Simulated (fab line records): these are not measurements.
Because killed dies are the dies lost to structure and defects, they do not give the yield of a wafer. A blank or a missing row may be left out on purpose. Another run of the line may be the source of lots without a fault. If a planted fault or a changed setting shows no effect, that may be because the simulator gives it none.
A single fault, viewed from 2 desks || flow sfqLine || numbers are kept per desk, each desk with only its own; the story behind them comes last

## THE METROLOGY DESK
Lot by lot, what the gauges showed, no matter which tool ran the lot: averages of those sampled wafers that carry a number. The brackets show how far a lot's mean lies from the usual mean; more than 4 standard deviations puts the lot out of limits, marked OUT.
Columns: A = M6_NB_RS at SFQ_M6_RS_MEAS_938, usual 0.891 ohm/sq; B = M6_OVL at SFQ_M6_OVL_MEAS_940, usual 0 nm
{"lot": "L121", "first seen here": "day 72 23:06", "A": 0.881, "B": -0}
{"lot": "L123", "first seen here": "day 73 05:16", "A": 0.885, "B": -1}
{"lot": "L124", "first seen here": "day 75 23:58", "A": 0.898, "B": 6}
{"lot": "L134", "first seen here": "day 77 11:58", "A": 0.904, "B": 1}
{"lot": "L135", "first seen here": "day 77 14:23", "A": 0.885, "B": -1}
{"lot": "L137", "first seen here": "day 77 19:14", "A": 0.882, "B": -12}
This desk's verdict: no lot among the 6 shows anything out of limits.

## THE TOOL OWNER'S DESK: rieMetal-01
The tool's own readings at SFQ_TRILAYER_M6_BARC_OPEN_METAL_ETCH_206 (etches BARC in O2, target depth 125 nm, time 41.7 s): means of the sampled wafers that have a number, for each lot that ran on this tool. The brackets show how far a lot's mean lies from the usual mean; more than 4 standard deviations puts the lot out of limits, marked OUT.
Columns: A = biasW at SFQ_TRILAYER_M6_BARC_OPEN_METAL_ETCH_206, usual 79.94 W; B = chamberPressureMTorr at SFQ_TRILAYER_M6_BARC_OPEN_METAL_ETCH_206, usual 9.998 mTorr; C = drypumpMotorCurrentA at SFQ_TRILAYER_M6_BARC_OPEN_METAL_ETCH_206, usual 5.6 A; D = oesProductAu at SFQ_TRILAYER_M6_BARC_OPEN_METAL_ETCH_206, usual 0.685 a.u.; E = runLengthS at SFQ_TRILAYER_M6_BARC_OPEN_METAL_ETCH_206, usual 70.0 s
{"lot": "L123", "first seen here": "day 73 07:43", "A": 80.02, "B": 9.999, "C": 5.4, "D": 0.686, "E": 70.5}
{"lot": "L124", "first seen here": "day 76 09:10", "A": 80.36, "B": 9.998, "C": 5.3, "D": 0.683, "E": 70.2}
{"lot": "L134", "first seen here": "day 77 18:02", "A": 79.83, "B": 9.996, "C": 5.3, "D": "0.755 (+17) OUT", "E": "66.4 (-9.6) OUT"}
{"lot": "L135", "first seen here": "day 77 20:26", "A": 79.69, "B": 9.996, "C": 5.4, "D": "0.755 (+17) OUT", "E": "66.3 (-9.9) OUT"}
This desk's verdict: out of limits on L134, L135, starting with L134 at day 77 18:02 (oesProductAu at SFQ_TRILAYER_M6_BARC_OPEN_METAL_ETCH_206). Within limits: L123, L124.

## ALL TOGETHER
The tool owner's desk had the chance to raise an alarm at day 77 18:02 on L134, L135.
From the metrology desk's view, nothing was out of limits.
The metrology desk holds a record of L134, L135, inside its limits.
On rieMetal-01, each named lot ran SFQ_TRILAYER_M6_BARC_OPEN_METAL_ETCH_206.

## WHAT HAD BEEN PUT IN BY THE SIMULATOR
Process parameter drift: rieMetal-01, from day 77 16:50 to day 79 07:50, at SFQ_TRILAYER_M6_BARC_OPEN_METAL_ETCH_206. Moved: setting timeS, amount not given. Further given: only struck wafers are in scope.
Struck lots among those shown: L134, L135.
Time in hours from fault onset to the first out-of-limits reading at each desk: the tool owner's desk, 1.
